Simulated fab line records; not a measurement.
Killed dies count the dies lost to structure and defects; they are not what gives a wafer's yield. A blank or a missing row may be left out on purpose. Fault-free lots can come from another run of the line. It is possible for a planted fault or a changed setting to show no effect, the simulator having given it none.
One fault through the eyes of 2 desks / flow sky130 / each desk has only its own numbers; what lay behind them comes last

FROM THE METROLOGY DESK
Means of the sampled wafers that have a number, per lot and without regard to the tool the lot ran on: this is what the gauges read. The brackets show how far a lot's mean lies from the usual mean; more than 4 standard deviations puts the lot out of limits, marked OUT.
Columns: A = VT_ADJUST_LVTN_01_OVL at SKY_VT_ADJUST_LVTN_OVL_MEAS_18, usual -2.0 nm; B = cd_nm at SKY_SONOS_TUNNEL_CD_MEAS_07, usual 410.7 nm; C = POLY_GATE_OVL at SKY_POLY_GATE_OVL_MEAS_14, usual 0 nm
lot=L855; first seen here=day 8 01:34; A=-0.0; B=410.8; C=7
lot=L856; first seen here=day 8 02:29; A=-2.1; B=410.3; C=7
lot=L858; first seen here=day 8 12:10; A=-3.3; B=411.8; C=-13
lot=L859; first seen here=day 8 18:31; A=-3.3; B=413.5; C=8
lot=L860; first seen here=day 9 07:13; A=-3.1; B=410.9; C=4
lot=L862; first seen here=day 9 19:14; A=0.6; B=411.8; C=4
lot=L866; first seen here=day 10 21:19; A=-4.6; B=411.0; C=0
lot=L867; first seen here=day 11 10:14; A=-2.6; B=413.4; C=-1
lot=L872; first seen here=day 12 10:46; A=-1.3; B=409.6; C=-4
lot=L873; first seen here=day 12 19:13; A=-1.3; B=409.0; C=-3
lot=L874; first seen here=day 13 01:58; A=-1.1; B=411.0; C=-4
lot=L876; first seen here=day 13 12:46; A=-1.1; B=409.1; C=2
lot=L877; first seen here=day 13 21:37; A=-1.5; B=410.0; C=-7
This desk's verdict: no lot among the 13 shows anything out of limits.

THE TOOL OWNER'S DESK: rie_si-01
The tool's own readings at SKY_FIELD_ISO_ETCH_17 (etches Si in HBr/Cl2/O2, target depth 342 nm, time 97.7 s): means of the sampled wafers that have a number, for each lot that ran on this tool. The brackets show how far a lot's mean lies from the usual mean; more than 4 standard deviations puts the lot out of limits, marked OUT.
Columns: A = chamber_pressure_mTorr at SKY_FIELD_ISO_ETCH_17, usual 15.000 mTorr; B = drypump_motor_current_A at SKY_FIELD_ISO_ETCH_17, usual 5.9 A; C = mfc_cl2_sccm at SKY_FIELD_ISO_ETCH_17, usual 39.99 sccm; D = oes_product_au at SKY_FIELD_ISO_ETCH_17, usual 1.000 a.u.; E = run_length_s at SKY_FIELD_ISO_ETCH_17, usual 126.2 s; F = throttle_valve_pct at SKY_FIELD_ISO_ETCH_17, usual 25.657 %
lot=L856; first seen here=day 2 13:38; A=14.998; B=5.4; C=40.00; D=1.013; E=126.4; F=25.643
lot=L858; first seen here=day 2 22:16; A=15.005; B=5.5; C=39.99; D=1.004; E=126.6; F=25.649
lot=L860; first seen here=day 3 07:15; A=14.994; B=5.7; C=40.20; D=1.005; E=126.3; F=25.661
lot=L862; first seen here=day 3 16:55; A=14.994; B=6.1; C=39.99; D=0.994; E=125.8; F=25.651
lot=L867; first seen here=day 5 00:24; A=14.994; B=5.7; C=39.98; D=1.000; E=132.3 (+15) OUT; F=25.657
This desk finds L867 out of limits, L867 being first, at day 5 00:24 (run_length_s at SKY_FIELD_ISO_ETCH_17). In limits: L856, L858, L860, L862.

TAKEN TOGETHER
The tool owner's desk had the chance to raise an alarm at day 5 00:24 on L867.
From the metrology desk's view, nothing was out of limits.
The metrology desk holds a record of L867, inside its limits.
The lots listed all ran SKY_FIELD_ISO_ETCH_17 on rie_si-01.

WHAT THE SIMULATOR HAD PUT IN
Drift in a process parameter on rie_si-01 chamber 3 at SKY_FIELD_ISO_ETCH_17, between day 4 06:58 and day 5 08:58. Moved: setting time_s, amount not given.
Lots struck among those shown: L867.
Each desk's first reading out of limits, in hours after the fault started: the tool owner's desk, 17.
